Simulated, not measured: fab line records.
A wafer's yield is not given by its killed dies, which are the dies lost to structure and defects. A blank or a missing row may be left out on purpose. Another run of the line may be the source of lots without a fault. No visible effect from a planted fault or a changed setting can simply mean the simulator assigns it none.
A lot that was struck, set against a sound lot + flow sky130 + 15 steps out of a route of 708
Sound: the wafers L906.1, L906.3, L906.5. The struck wafers were L918.2, L918.5, L918.6. The cause is named last.
At each step with rows: each side's tool, then ch and its chambers, then its first start. Under that, the readings that differ: sound wafers + struck wafers + difference of the means + sigmas: that difference in standard deviations of wafers without a fault.
alike: readings with means less than 2 such deviations apart, plus words and numbers identical on both sides. not compared: withheld readings, readings lacking a value on some wafer, bounds such as >300 that could conceal the same value, and numbers that have no deviation in the record and whose values overlap.
A row with sigmas, a row that says differs or no value, or rows on one side alone: a step with any of these is where the two part. Non-overlapping numbers with no deviation appear without sigmas and do not part them. A reading that every wafer of one side lacks parts them only if that side has two wafers or more.

SKY_LDD_HVP_TW_MEAS_10:
  sound on film-metro-04 at day 23 14:46; struck on film-metro-03 at day 27 16:23
| reading    | sound       | struck      | difference | sigmas |
|------------|-------------|-------------|------------|--------|
| LDD_HVP_TW | 469 469 469 | 454 455 454 | -15        | -2     |
then, 7 steps without rows for these wafers: SKY_LDD_LDN_DEHYDRATE_00 (time 60 s); SKY_LDD_LDN_HMDS_01 (prime time 60 s); SKY_LDD_LDN_COAT_02 (resist thk 1140 nm); SKY_LDD_LDN_SOFTBAKE_03 (time 60 s); SKY_LDD_LDN_EXPOSE_04 (exposes mask LDNTM, target cd 700 nm); SKY_LDD_LDN_PEB_05; SKY_LDD_LDN_DEVELOP_06 (develop time 60 s).
SKY_LDD_LDN_OVL_MEAS_07:
  sound on overlay-01 at day 24 20:53; struck on overlay-02 at day 28 20:32
  alike: LDD_LDN_OVL
then, 3 steps without rows for these wafers: SKY_LDD_LDN_IMPLANT_08; SKY_LDD_LDN_IMPLANT_09; SKY_LDD_LDN_IMPLANT_10.
SKY_LDD_LDN_IMPLANT_11:
  sound on implanter-04 ch 0, day 24 21:22; struck on implanter-04 ch 0, day 28 21:02
| reading                   | sound                | struck               | difference | sigmas      |
|---------------------------|----------------------|----------------------|------------|-------------|
| beam-energy-keV           | 14.998 15.000 15.006 | 17.944 17.943 17.947 | +2.943     | +99 or more |
| model.implant.rp-nm (nm)  | 12.83 12.83 12.83    | 14.23 14.23 14.23    | +1.40      |             |
| model.implant.drp-nm (nm) | 5.933 5.933 5.933    | 6.694 6.694 6.694    | +0.761     |             |
  alike: beam-on-s, faraday-current-uA, rotation-deg
SKY_LDD_LDN_STRIP_12: strips in O2/N2.
  sound on plasma-asher-01 ch 0,1, day 24 21:31; struck on plasma-asher-03 ch 0,1, day 28 21:10
  alike: chamber-pressure-mTorr, drypump-motor-current-A, oes-product-au, strip-time-to-endpoint-s
  not compared: rf-hours-counter-h
-- the record jumps here: 21 days lie between the struck wafers' starts before and after (it left off in module LDD_LDN and takes up again in module PAD_OPEN, whose first step shown is number 708 of the route) --
SKY_PAD_OPEN_PROBE_99:
  sound on prober-02 at day 47 05:33; struck on prober-02 at day 49 23:48
| reading                         | sound          | struck         | difference | sigmas |
|---------------------------------|----------------|----------------|------------|--------|
| model.etest.tip-sonos.rs-ohm-sq | 2701 2774 2781 | 2576 2538 2595 | -182       |        |
  alike: killed_at_M0_to_M3, killed_at_M4_up, killed-at-contacts, killed-at-front-end, killed-at-other, killed-dies, killed-open, killed-short

== WHERE THEY PART ==
At SKY_LDD_HVP_TW_MEAS_10 first; at SKY_LDD_LDN_IMPLANT_11 last (within this record only). Later steps at which nothing parts them and some readings are alike: SKY_LDD_LDN_STRIP_12, SKY_PAD_OPEN_PROBE_99.

WHY: whatever the simulator had introduced
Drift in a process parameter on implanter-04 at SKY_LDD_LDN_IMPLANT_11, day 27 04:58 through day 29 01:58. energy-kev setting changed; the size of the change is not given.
